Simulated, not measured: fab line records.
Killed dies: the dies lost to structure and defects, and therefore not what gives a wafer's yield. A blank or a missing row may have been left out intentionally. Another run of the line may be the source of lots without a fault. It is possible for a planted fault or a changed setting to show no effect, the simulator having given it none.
A lot that was struck, set against a sound lot    flow sfq line    15 out of 325 route steps
Sound: wafers L801.3, L801.5, L801.6. Wafers L807.1, L807.3, L807.4 were the ones struck. The cause is named last.
Per side, at each step with rows, come the tool, then ch with its chambers, and then its first start. Under that, the readings that differ: sound wafers    struck wafers    difference of the means    sigmas: that difference in standard deviations of wafers without a fault.
alike: readings whose means differ by less than 2 such deviations, and words and numbers that are the same on both sides. not compared: withheld readings, readings that some wafer has no value for, bounds like >300 that may hide the same value, and numbers for which the record gives no deviation and whose values overlap.
A row with sigmas, a row that says differs or no value, or rows on one side alone: a step with any of these is where the two part. When numbers do not overlap yet have no deviation, they are printed without sigmas and do not part them. Lack of a reading on every wafer of one side parts them only where that side has two or more wafers.

first, 1 step without rows for these wafers: SFQ_TRILAYER_M7_STRIP_SOLV_CLEAN_182 (cleans in NMP, time 600 s).
SFQ_TRILAYER_I7_DEP_PECVD_183: deposits SiO2 from SiH4/N2O, time 111.11 s, target thk 500 nm.
  sound on pecvd-03 ch 0,2, day 73 01:52; struck on pecvd-04 ch 0,1,2, day 76 03:44
  alike: heater power w, throttle valve pct
SFQ_TRILAYER_I7_CMP_CMP_184: polishes SiO2.
  sound on cmp-02 ch 0,1,2, day 73 03:27; struck on cmp-02 ch 0,1,3, day 76 11:33
  alike: motor current A, platen rpm, time to endpoint s
SFQ_I7_BOW_MEAS_946:
  sound: film metro-02 at day 73 04:59; struck: film metro-02 at day 76 14:03
  alike: I7_BOW
SFQ_TRILAYER_I7_METRO_MEASURE_185:
  sound: film metro-02 at day 73 05:28; struck: film metro-02 at day 76 14:10
  alike: thk nm
then, 6 steps without rows for these wafers: SFQ_TRILAYER_I7_VIA_LITHO_COAT_192 (resist thk 62 nm); SFQ_TRILAYER_I7_VIA_LITHO_COAT_187 (resist thk 650 nm); SFQ_TRILAYER_I7_VIA_LITHO_SOFTBAKE_191; SFQ_TRILAYER_I7_VIA_LITHO_EXPOSE_188 (exposes mask I7, target cd 1000 nm); SFQ_TRILAYER_I7_VIA_LITHO_PEB_190 (peb time 60 s); SFQ_TRILAYER_I7_VIA_LITHO_DEVELOP_189 (time 60 s).
-- the record jumps here: 4 days lie between the struck wafers' starts before and after --
SFQ_I7_OVL_MEAS_947:
  sound: overlay-02 at day 73 08:39; struck: overlay-02 at day 80 09:22
  alike: I7_OVL
SFQ_TRILAYER_I7_VIA_BARC_OPEN_VIA_ETCH_260: etches BARC in O2, target depth 125 nm, time 41.7 s.
  sound on rie diel-02 ch 1,2, day 73 08:41; struck on rie diel-04 ch 0,1,3, day 80 09:25
reading                                                  sound              struck             difference  sigmas
oes product au (a.u.)                                    0.686 0.689 0.678  0.817 0.822 0.823  +0.136      +28
run length s (s)                                         69.8 69.7 69.3     59.8 60.6 60.0     -9.5        -20
time s (s)                                               41.7 41.7 41.7     29.19 29.19 29.19  -12.51      
model.KrF_of_TRILAYER_I7_VIA_LITHO_COAT_187.thk nm (nm)  574.2 571.4 572.2  587.5 587 590.2    +15.6       
  alike: bias w, drypump motor current A
  not compared: rf hours counter h
SFQ_TRILAYER_I7_VIA_ETCH_VIA_ETCH_190: etches SiO2 in CHF3, stops on Nb, target depth 260 nm.
  sound on rie diel-02 ch 1,2, day 73 08:43; struck on rie diel-04 ch 0,1,3, day 80 09:27
reading                                                  sound              struck           difference  sigmas
model.KrF_of_TRILAYER_I7_VIA_LITHO_COAT_187.thk nm (nm)  530.9 527.8 527.5  543 542.9 545.8  +15         
  alike: bias w, drypump motor current A, oes product au
SFQ_TRILAYER_I7_VIA_STRIP_STRIP_191: strips in O2.
  sound on rie metal-03 ch 0,1, day 73 09:02; struck on rie metal-02 ch 0,1, day 80 09:34
reading                      sound        struck       difference  sigmas
drypump motor current A (A)  6.4 6.0 6.4  5.1 5.1 5.3  -1.1        -3
  alike: oes product au, platen temp c
  not compared: rf hours counter h

WHERE THEY PART
Earliest at SFQ_TRILAYER_I7_VIA_BARC_OPEN_VIA_ETCH_260; latest, in this record, at SFQ_TRILAYER_I7_VIA_STRIP_STRIP_191.

WHY: the cause the simulator had injected
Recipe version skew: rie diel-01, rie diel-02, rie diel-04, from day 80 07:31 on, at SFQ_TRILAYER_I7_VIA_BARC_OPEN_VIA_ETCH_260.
